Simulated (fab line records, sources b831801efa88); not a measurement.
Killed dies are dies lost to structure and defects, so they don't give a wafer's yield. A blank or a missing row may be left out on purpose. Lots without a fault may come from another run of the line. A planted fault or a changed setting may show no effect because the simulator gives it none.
Which tool did it? | flow sky130 | 14 lots, 42 wafers sampled, at 4 steps of a route of 708

WHAT THE GAUGES READ, wafer by wafer
SKY_NWELL_THK_MEAS_02.
lot  | measured    | on            | NWELL_OXIDATION_THK (nm)
L606 | day 3 00:55 | film_metro-02 | 10.26 10.13 10.20
L607 | day 3 05:10 | film_metro-04 | 10.28 10.23 9.98
L609 | day 3 15:02 | film_metro-01 | 10.16 10.21 9.93
L610 | day 3 18:29 | film_metro-04 | 10.07 10.12 10.13
L612 | day 4 07:37 | film_metro-01 | 10.18 10.07 10.23
L613 | day 4 13:58 | film_metro-04 | 10.14 10.14 10.16
L614 | day 4 19:53 | film_metro-02 | 10.00 10.09 9.93
L615 | day 4 22:39 | film_metro-01 | 9.87 9.72 9.86
L616 | day 5 01:28 | film_metro-01 | 9.79 9.79 9.86
L617 | day 5 07:13 | film_metro-04 | 10.16 10.05 10.16
L621 | day 6 03:48 | film_metro-02 | 9.78 9.91 9.98
L625 | day 7 02:50 | film_metro-01 | 9.99 9.69 9.89
L626 | day 7 12:22 | film_metro-04 | 10.21 9.96 10.07
L627 | day 7 15:14 | film_metro-04 | 10.07 9.87 9.99

SKY_PWDE_OVL_MEAS_07.
lot  | measured    | on         | PWDE_OVL (nm)
L606 | day 4 10:50 | overlay-02 | 0.9 1.6 0.5
L607 | day 4 14:41 | overlay-01 | -3.3 -3.4 -3.6
L609 | day 5 00:11 | overlay-02 | 3.6 3.6 4.2
L610 | day 5 05:09 | overlay-02 | -0.5 0.3 -1.3
L612 | day 5 19:02 | overlay-01 | -0.3 0.5 -0.8
L613 | day 6 02:33 | overlay-01 | 1.0 2.6 1.6
L614 | day 6 08:10 | overlay-01 | 1.9 1.7 3.7
L615 | day 6 10:57 | overlay-01 | -0.2 0.9 -1.5
L616 | day 6 15:18 | overlay-01 | 3.4 0.7 2.7
L617 | day 6 20:54 | overlay-02 | 1.9 -0.1 0.7
L621 | day 7 19:17 | overlay-01 | 0.2 1.8 0.6
L625 | day 8 19:08 | overlay-01 | -0.4 0.1 -1.8
L626 | day 9 05:45 | overlay-01 | 0.5 1.0 0.7
L627 | day 9 09:11 | overlay-02 | -0.4 1.4 1.2

SKY_LDD_P_TW_MEAS_11.
lot  | measured     | on            | LDD_P_TW
L606 | day 19 23:32 | film_metro-02 | 634 636 638
L607 | day 20 08:48 | film_metro-04 | 639 635 637
L609 | day 20 20:41 | film_metro-04 | 639 642 638
L610 | day 21 05:12 | film_metro-04 | 644 642 643
L612 | day 22 13:15 | film_metro-04 | 644 646 646
L613 | day 22 16:52 | film_metro-04 | 646 649 646
L614 | day 23 04:10 | film_metro-01 | 638 640 640
L615 | day 23 01:25 | film_metro-01 | 637 641 640
L616 | day 23 10:40 | film_metro-04 | 595 595 591 597 591 589
L617 | day 23 18:16 | film_metro-02 | 585 584 582 585 583 580
L621 | day 25 06:20 | film_metro-01 | 638 637 636
L625 | day 26 13:25 | film_metro-04 | 646 647 644
L626 | day 27 04:39 | film_metro-01 | 638 637 635
L627 | day 27 09:41 | film_metro-01 | 638 638 636

WHICH TOOL RAN EACH LOT (tool, then ch and the chambers of the sampled wafers, then the start)
lot  | SKY_LDD_P_IMPLANT_09
L606 | implanter-01 ch 0, day 19 23:17
L607 | implanter-04 ch 0, day 20 08:34
L609 | implanter-04 ch 0, day 20 20:26
L610 | implanter-01 ch 0, day 21 04:59
L612 | implanter-02 ch 0, day 22 13:01
L613 | implanter-02 ch 0, day 22 16:38
L614 | implanter-04 ch 0, day 23 03:56
L615 | implanter-04 ch 0, day 23 01:11
L616 | implanter-04 ch 0, day 23 10:28
L617 | implanter-04 ch 0, day 23 18:02
L621 | implanter-02 ch 0, day 25 06:05
L625 | implanter-04 ch 0, day 26 13:11
L626 | implanter-01 ch 0, day 27 04:25
L627 | implanter-01 ch 0, day 27 09:26
- SKY_LDD_P_IMPLANT_09

WHAT THE TOOLS THEMSELVES READ (means of the sampled wafers that have a number; where no wafer has one, the mark that the record gives instead)
SKY_LDD_P_IMPLANT_09.
lot  | tool         | beam_energy_keV | beam_on_s (s) | faraday_current_uA
L606 | implanter-01 | 25.000          | 10.11         | 56.0
L607 | implanter-04 | 25.003          | 10.15         | 55.6
L609 | implanter-04 | 24.995          | 10.00         | 56.5
L610 | implanter-01 | 25.010          | 9.99          | 56.6
L612 | implanter-02 | 25.003          | 10.09         | 55.9
L613 | implanter-02 | 24.992          | 9.93          | 56.8
L614 | implanter-04 | 24.992          | 9.95          | 56.6
L615 | implanter-04 | 25.002          | 9.84          | 57.4
L616 | implanter-04 | 25.007          | 7.99          | 70.5
L617 | implanter-04 | 24.993          | 7.96          | 70.9
L621 | implanter-02 | 25.006          | 10.05         | 56.0
L625 | implanter-04 | 24.994          | 9.90          | 56.9
L626 | implanter-01 | 24.996          | 9.97          | 56.5
L627 | implanter-01 | 24.994          | 10.05         | 56.0

THE ANSWER, worked out from the rows above alone
Rule: what is usual is taken from the lots themselves. Put in order of their means at a reading, lots are off if they are a third of the lots or fewer, leave a main group of 4 or more, and stand apart from it by a gap of 3 or more times the standard deviation of the main group's means; of several such gaps the widest counts. A main group whose means are all the same, to the digits that the tables above print for the reading, isn't used. A lot without any number at a reading at which 4 lots or more have one is off too. The other lots that the step has rows for count as sound. The gauges are gone through in route order, then the tools' own readings, and for those a lot's mean is taken as printed above. The first step at which some lot is off is used, and at that step the reading that is off furthest; a lot without a number counts as furthest.
Off: L616, L617, at SKY_LDD_P_TW_MEAS_11 (LDD_P_TW). The main group: mean 640, standard deviation 3.8.
A tool fits if, at a process step before that reading, it ran every lot that is off, and no sound lot after the first of them. The gauges at SKY_LDD_P_TW_MEAS_11 aren't tried: what is off there is off at SKY_LDD_P_IMPLANT_09 too, on other tools, and a gauge's error can't cause that. None of those tried fits.

WHAT THE SIMULATOR HAD PUT IN
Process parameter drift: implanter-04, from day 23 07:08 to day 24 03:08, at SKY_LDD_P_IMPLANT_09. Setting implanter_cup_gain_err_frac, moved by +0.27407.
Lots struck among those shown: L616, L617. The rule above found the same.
